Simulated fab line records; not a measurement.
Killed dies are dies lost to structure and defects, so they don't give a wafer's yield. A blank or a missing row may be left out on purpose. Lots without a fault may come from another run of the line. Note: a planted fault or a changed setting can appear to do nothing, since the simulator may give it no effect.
What tool caused it?	flow sky130	Sampling: 12 lots, 36 wafers, 2 of 708 route steps

== WHAT EACH GAUGE READ, for each wafer ==
SKY_VIA2_THK_MEAS_23: measures by xrf. Usual: VIA2_W_THK typically reads 414 nm, with standard deviation 6.2.
lot	measured	on	VIA2_W_THK (nm)	flag
L443	day 37 12:53	filmMetro-03	422 421 419	
L447	day 38 14:44	filmMetro-01	404 410 405	
L448	day 38 16:55	filmMetro-04	421 424 420	
L450	day 39 06:21	filmMetro-01	411 409 412	
L451	day 39 12:47	filmMetro-04	417 420 413	
L453	day 40 04:18	filmMetro-01	410 416 415	
L454	day 40 10:57	filmMetro-01	415 406 414	
L457	day 41 14:51	filmMetro-03	418 420 417	
L458	day 41 18:58	filmMetro-03	417 424 422	
L460	day 41 23:10	filmMetro-03	420 419 417	
L459	day 42 01:26	filmMetro-04	412 413 419	
L464	day 43 14:40	filmMetro-04	408 412 410	

SKY_CAPM_RS_MEAS_03: measures by four-point-probe. Usual: CAPM_TIN_RS typically reads 6.89 ohm/sq, with standard deviation 0.054.
lot	measured	on	CAPM_TIN_RS (ohm/sq)	flag
L443	day 37 13:37	filmMetro-02	6.86 6.84 6.89	
L447	day 38 15:27	filmMetro-02	6.88 6.87 6.89	
L448	day 38 17:39	filmMetro-04	6.87 6.73 6.86	
L450	day 39 07:03	filmMetro-03	6.95 6.92 6.94	
L451	day 39 13:31	filmMetro-02	6.93 6.97 6.95	
L453	day 40 05:00	filmMetro-03	6.93 6.88 6.92	
L454	day 40 11:49	filmMetro-04	6.93 6.87 6.86	
L457	day 41 15:34	filmMetro-04	6.98 6.95 6.93	
L458	day 41 19:40	filmMetro-04	6.86 6.90 6.88	
L460	day 41 23:52	filmMetro-02	6.92 6.92 6.94	
L459	day 42 02:08	filmMetro-04	6.82 6.88 6.87	
L464	day 43 15:23	filmMetro-03	6.93 6.93 6.95	

== WHICH TOOL RAN EACH LOT (tool, then ch and the chambers of the sampled wafers, then the start) ==
No process step before these readings appears in the record.

== AS READ BY THE TOOLS THEMSELVES (means over the sampled wafers that have a number; for cases with no such wafer, the mark the record gives instead) ==
The record holds no such reading with a usual standard deviation.

== THE ANSWER, worked out from the rows above alone ==
Rule: lot off if the mean of its wafers having a number is beyond 3 standard deviations from the usual mean. Also off: a lot with no number at a reading for which 4 or more lots have one. Any other lot the step has rows for is counted as sound. Order of review: gauges by route order, followed by the tools' own readings, for which a lot's mean as printed above is used. At the first step where some lot is off, the reading lying furthest off is the one used; lots without a number count as furthest.
No lot is off on any of the readings shown, so nothing can be concluded from this.

== WHAT WAS PUT IN BY THE SIMULATOR ==
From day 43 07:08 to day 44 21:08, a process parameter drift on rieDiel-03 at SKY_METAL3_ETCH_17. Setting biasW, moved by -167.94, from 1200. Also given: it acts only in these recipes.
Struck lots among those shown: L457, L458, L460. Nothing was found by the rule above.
